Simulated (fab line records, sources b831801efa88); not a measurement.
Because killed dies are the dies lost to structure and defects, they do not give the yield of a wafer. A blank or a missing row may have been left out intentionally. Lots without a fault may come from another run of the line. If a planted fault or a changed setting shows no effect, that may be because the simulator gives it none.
Which tool was responsible?    flow gf180mcu    36 wafers from 12 lots sampled at 5 of the route's 602 steps

WHAT THE GAUGES READ, wafer by wafer
GF_MIM_THK_MEAS_06.
lot   measured      on            MIM_CVD_05_THK (nm)
L237  day 25 00:17  filmMetro-03  42.6 44.1 43.8
L238  day 25 04:10  filmMetro-04  42.1 42.7 43.1
L239  day 25 16:11  filmMetro-02  41.2 42.3 41.9
L245  day 27 13:26  filmMetro-03  84.5 85.0 84.6
L251  day 29 14:43  filmMetro-02  84.4 84.0 85.2
L252  day 29 18:46  filmMetro-04  81.9 84.7 82.3
L253  day 30 10:37  filmMetro-02  41.2 41.8 42.7
L255  day 30 15:22  filmMetro-03  41.9 41.4 41.5
L256  day 30 22:48  filmMetro-03  40.5 41.8 42.1
L258  day 31 08:13  filmMetro-04  41.6 42.2 41.5
L257  day 31 10:28  filmMetro-03  41.3 42.0 41.4
L259  day 31 15:13  filmMetro-03  42.0 42.2 41.6

WHAT TOOL EACH LOT RAN ON (gives the tool, then ch and the chambers of the sampled wafers, and finally the start)
lot   GF_V4_ETCH_16                      GF_V4_STRIP_18                       GF_V4_CVD_23                  GF_MIM_CVD_05
L237  rieDiel-01 ch 0,3, day 24 20:58    plasmaAsher-04 ch 0,1, day 24 21:05  cvdW-01 ch 0,1, day 24 21:44  pecvd-03 ch 1,2, day 25 00:14
L238  rieDiel-03 ch 0,1,3, day 25 02:31  plasmaAsher-02 ch 0,1, day 25 02:38  cvdW-01 ch 0,1, day 25 03:19  pecvd-03 ch 0,2, day 25 04:08
L239  rieDiel-01 ch 0,1,2, day 25 14:02  plasmaAsher-03 ch 0,1, day 25 14:10  cvdW-01 ch 0,1, day 25 15:08  pecvd-01 ch 1,2, day 25 16:09
L245  rieDiel-02 ch 0,1,2, day 27 11:38  plasmaAsher-03 ch 0,1, day 27 11:46  cvdW-02 ch 1, day 27 12:24    pecvd-03 ch 0,1,2, day 27 13:13
L251  rieDiel-03 ch 0,2,3, day 29 12:53  plasmaAsher-04 ch 0,1, day 29 13:01  cvdW-01 ch 0,1, day 29 13:41  pecvd-03 ch 0,1,2, day 29 14:29
L252  rieDiel-02 ch 1,2,3, day 29 16:41  plasmaAsher-03 ch 0,1, day 29 16:51  cvdW-01 ch 0,1, day 29 17:31  pecvd-04 ch 0,2, day 29 18:31
L253  rieDiel-03 ch 0,1,3, day 30 08:59  plasmaAsher-02 ch 0,1, day 30 09:09  cvdW-01 ch 0,1, day 30 09:47  pecvd-01 ch 0,2, day 30 10:34
L255  rieDiel-01 ch 0,2,3, day 30 13:38  plasmaAsher-03 ch 0,1, day 30 13:46  cvdW-02 ch 0,1, day 30 14:25  pecvd-04 ch 0,1,2, day 30 15:13
L256  rieDiel-02 ch 0,2,3, day 30 21:05  plasmaAsher-03 ch 0,1, day 30 21:13  cvdW-01 ch 1, day 30 21:51    pecvd-04 ch 0,1, day 30 22:46
L258  rieDiel-02 ch 1,2, day 31 06:35    plasmaAsher-02 ch 0,1, day 31 06:45  cvdW-02 ch 0,1, day 31 07:23  pecvd-04 ch 0,1,2, day 31 08:10
L257  rieDiel-02 ch 0,1,2, day 31 08:50  plasmaAsher-02 ch 0,1, day 31 08:58  cvdW-01 ch 0,1, day 31 09:36  pecvd-01 ch 0,2, day 31 10:25
L259  rieDiel-03 ch 0,3, day 31 13:35    plasmaAsher-03 ch 0,1, day 31 13:45  cvdW-01 ch 0,1, day 31 14:23  pecvd-01 ch 0,1,2, day 31 15:10
- GF_V4_ETCH_16: etches BARC in N2/H2.
- GF_V4_STRIP_18: strips in O2/N2.
- GF_V4_CVD_23: deposits W, target thk 350 nm, time 104.9 s.
- GF_MIM_CVD_05: deposits Si3N4, target thk 42 nm, time 29.086 s.

WHAT THE TOOLS THEMSELVES READ (means of the sampled wafers that have a number; where no wafer has one, the mark that the record gives instead)
GF_V4_ETCH_16.
lot   tool        drypumpMotorCurrentA (A)  n2FlowSccm (sccm)  oesProductAu (a.u.)  throttleValvePct (%)
L237  rieDiel-01  5.2                       100.0              0.858                13.223
L238  rieDiel-03  5.9                       100.1              0.853                13.228
L239  rieDiel-01  5.8                       99.7               0.854                13.236
L245  rieDiel-02  5.1                       99.8               0.857                13.232
L251  rieDiel-03  5.6                       100.2              0.853                13.223
L252  rieDiel-02  5.1                       99.7               0.854                13.226
L253  rieDiel-03  5.9                       99.9               0.858                13.223
L255  rieDiel-01  5.3                       100.0              0.856                13.221
L256  rieDiel-02  5.4                       100.0              0.855                13.230
L258  rieDiel-02  4.9                       99.9               0.855                13.217
L257  rieDiel-02  5.1                       100.0              0.857                13.229
L259  rieDiel-03  5.8                       100.0              0.860                13.221

GF_V4_STRIP_18.
lot   tool            drypumpMotorCurrentA (A)  heaterPowerW (W)  n2FlowSccm (sccm)  oesProductAu (a.u.)
L237  plasmaAsher-04  5.6                       344               300.4              0.589
L238  plasmaAsher-02  5.7                       290               300.1              0.595
L239  plasmaAsher-03  5.4                       309               299.7              0.591
L245  plasmaAsher-03  5.4                       303               300.0              0.590
L251  plasmaAsher-04  5.6                       345               299.1              0.587
L252  plasmaAsher-03  5.3                       310               299.5              0.600
L253  plasmaAsher-02  5.7                       293               299.8              0.595
L255  plasmaAsher-03  5.3                       310               301.0              0.593
L256  plasmaAsher-03  5.4                       306               300.4              0.596
L258  plasmaAsher-02  5.7                       323               299.7              0.594
L257  plasmaAsher-02  5.7                       324               300.1              0.595
L259  plasmaAsher-03  5.3                       308               300.6              0.595

GF_V4_CVD_23.
lot   tool     chamberPressureTorr (Torr)  heaterPowerW (W)
L237  cvdW-01  40.05                       905
L238  cvdW-01  39.96                       893
L239  cvdW-01  40.09                       908
L245  cvdW-02  40.01                       939
L251  cvdW-01  40.09                       914
L252  cvdW-01  39.98                       898
L253  cvdW-01  40.01                       895
L255  cvdW-02  39.89                       952
L256  cvdW-01  39.98                       883
L258  cvdW-02  39.92                       934
L257  cvdW-01  39.94                       916
L259  cvdW-01  40.05                       915

GF_MIM_CVD_05.
lot   tool      heaterPowerW (W)
L237  pecvd-03  603
L238  pecvd-03  608
L239  pecvd-01  566
L245  pecvd-03  611
L251  pecvd-03  593
L252  pecvd-04  636
L253  pecvd-01  709
L255  pecvd-04  699
L256  pecvd-04  786
L258  pecvd-04  669
L257  pecvd-01  705
L259  pecvd-01  626

THE ANSWER, worked out from the rows above alone
Rule: the usual values come from the lots themselves. Put in order of their means at a reading, lots are off if they are a third of the lots or fewer, leave a main group of 4 or more, and stand apart from it by a gap of 3 or more times the standard deviation of the main group's means; of several such gaps the widest counts. The tables above print the reading to a certain number of digits; a main group whose means all agree to those digits is not used. A lot without any number at a reading at which 4 lots or more have one is off too. Where the step has rows for the other lots, those lots are counted as sound. Order of review: gauges by route order, followed by the tools' own readings, for which a lot's mean as printed above is used. At the first step where some lot is off, the reading lying furthest off is the one used; lots without a number count as furthest.
Off: at GF_MIM_THK_MEAS_06 (MIM_CVD_05_THK), L245, L251, L252. Main group: mean 42.0 nm, sd 0.61.
A tool fits if, at a process step before that reading, it ran every lot that is off, and no sound lot after the first of them. Those tools and the gauges at GF_MIM_THK_MEAS_06 are tried in the same way. Not one of the candidates tried fits.

WHAT THE SIMULATOR PUT IN
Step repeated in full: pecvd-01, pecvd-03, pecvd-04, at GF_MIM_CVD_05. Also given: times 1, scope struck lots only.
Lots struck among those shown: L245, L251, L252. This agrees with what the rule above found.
